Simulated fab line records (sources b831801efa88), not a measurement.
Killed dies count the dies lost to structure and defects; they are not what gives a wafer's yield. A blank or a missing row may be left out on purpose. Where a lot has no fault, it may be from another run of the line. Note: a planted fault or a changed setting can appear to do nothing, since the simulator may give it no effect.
Struck lot and sound lot, side by side -- flow sfq_line -- 14 out of 325 route steps
Sound: wafers L413.2, L413.3, L413.6. Struck: wafer L402.4 (L402.1, L402.3, from the same lot, were not struck and are left out); the cause is given at the end.
For every step that has rows: the tool of each side, followed by ch and its chambers, followed by its first start. Under that, the readings that differ: sound wafers -- struck wafers -- difference of the means -- sigmas: that difference in standard deviations of wafers without a fault.
alike: a reading whose means differ by less than 2 such deviations, as well as words and numbers matching on both sides. not compared: withheld readings; readings where some wafer has no value; bounds like >300 that might hide an equal value; numbers whose values overlap and for which the record gives no deviation.
Wherever a step has rows on one side only, a row that says differs or no value, or a row with sigmas, the two part there. Numbers that don't overlap but have no deviation are shown without sigmas and don't part them. A reading that every wafer of one side lacks parts them only if that side has two wafers or more.

SFQ_TRILAYER_R5_BARC_OPEN_METAL_ETCH_177: etches BARC in O2, target depth 125 nm, time 41.7 s.
  sound on rie_metal-01 ch 0, day 78 12:35; struck on rie_metal-02 ch 0, day 66 11:43
reading,sound,struck,difference,sigmas
drypump_motor_current_A (A),6.1 6.1 6.1,5.1,-1.0,-3
  alike: oes_product_au, rf_fwd_power_W
  not compared: rf_hours_counter_h
SFQ_TRILAYER_R5_ETCH_METAL_ETCH_139: etches the open film in Cl2, stops on SiO2, target depth 60 nm, time 40 s.
  sound on rie_metal-01 ch 0, day 78 12:38; struck on rie_metal-02 ch 0, day 66 11:47
reading,sound,struck,difference,sigmas
drypump_motor_current_A (A),6.1 6.1 6.1,5.1,-1.0,-3
  alike: oes_product_au, rf_fwd_power_W
  not compared: rf_hours_counter_h
SFQ_TRILAYER_R5_STRIP_STRIP_140: strips in O2.
  sound on rie_metal-01 ch 0, day 78 12:42; struck on rie_metal-02 ch 0, day 66 11:50
reading,sound,struck,difference,sigmas
drypump_motor_current_A (A),6.1 6.1 6.1,5.1,-1.0,-3
  alike: oes_product_au
  not compared: rf_hours_counter_h
then, 1 step without rows for these wafers: SFQ_TRILAYER_R5_STRIP_SOLV_CLEAN_141 (cleans in NMP, time 600 s).
SFQ_TRILAYER_A5C_DEP_PECVD_142: deposits SiO2 from SiH4/N2O, time 15.556 s, target thk 70 nm.
  sound on pecvd-04 ch 0,1, day 78 13:29; struck on pecvd-01 ch 2, day 66 12:37
  alike: heater_power_w, throttle_valve_pct
then, 6 steps without rows for these wafers: SFQ_TRILAYER_I5_LITHO_COAT_149 (resist thk 62 nm); SFQ_TRILAYER_I5_LITHO_COAT_144 (resist thk 650 nm); SFQ_TRILAYER_I5_LITHO_SOFTBAKE_148; SFQ_TRILAYER_I5_LITHO_EXPOSE_145 (exposes mask I5, target cd 700 nm); SFQ_TRILAYER_I5_LITHO_PEB_147 (peb time 59.16 s); SFQ_TRILAYER_I5_LITHO_DEVELOP_146 (time 60 s).
-- the record jumps here: 3 days lie between the struck wafers' starts before and after --
SFQ_I5_OVL_MEAS_936:
  sound: overlay-02 at day 81 20:50; struck: overlay-01 at day 69 22:35
  alike: I5_OVL
SFQ_TRILAYER_I5_BARC_OPEN_VIA_ETCH_200: etches BARC in O2, target depth 125 nm, time 41.7 s.
  sound on rie_diel-02 ch 0,1, day 81 20:52; struck on rie_diel-03 ch 0, day 69 22:38
reading,sound,struck,difference,sigmas
oes_product_au (a.u.),0.676 0.684 0.673,0.689,+0.011,+2
rf_fwd_power_W (W),498.3 492.9 496.0,576.0,+80.3,+40
model.KrF_of_TRILAYER_I5_LITHO_COAT_144.thk_nm (nm),569.1 571 571.3,566.2,-4.3,
  alike: drypump_motor_current_A
  not compared: rf_hours_counter_h
SFQ_TRILAYER_I5_ETCH_VIA_ETCH_147: etches the open film in CHF3, stops on Nb, target depth 360 nm.
  sound on rie_diel-02 ch 0,1, day 81 20:55; struck on rie_diel-03 ch 0, day 69 22:40
  alike: drypump_motor_current_A, oes_product_au, rf_fwd_power_W

WHERE THEY PART
Last at SFQ_TRILAYER_I5_BARC_OPEN_VIA_ETCH_200 as far as this record goes, first at SFQ_TRILAYER_R5_BARC_OPEN_METAL_ETCH_177. Later steps at which nothing parts them and some readings are alike: SFQ_TRILAYER_I5_ETCH_VIA_ETCH_147.

WHY: whatever the simulator had introduced
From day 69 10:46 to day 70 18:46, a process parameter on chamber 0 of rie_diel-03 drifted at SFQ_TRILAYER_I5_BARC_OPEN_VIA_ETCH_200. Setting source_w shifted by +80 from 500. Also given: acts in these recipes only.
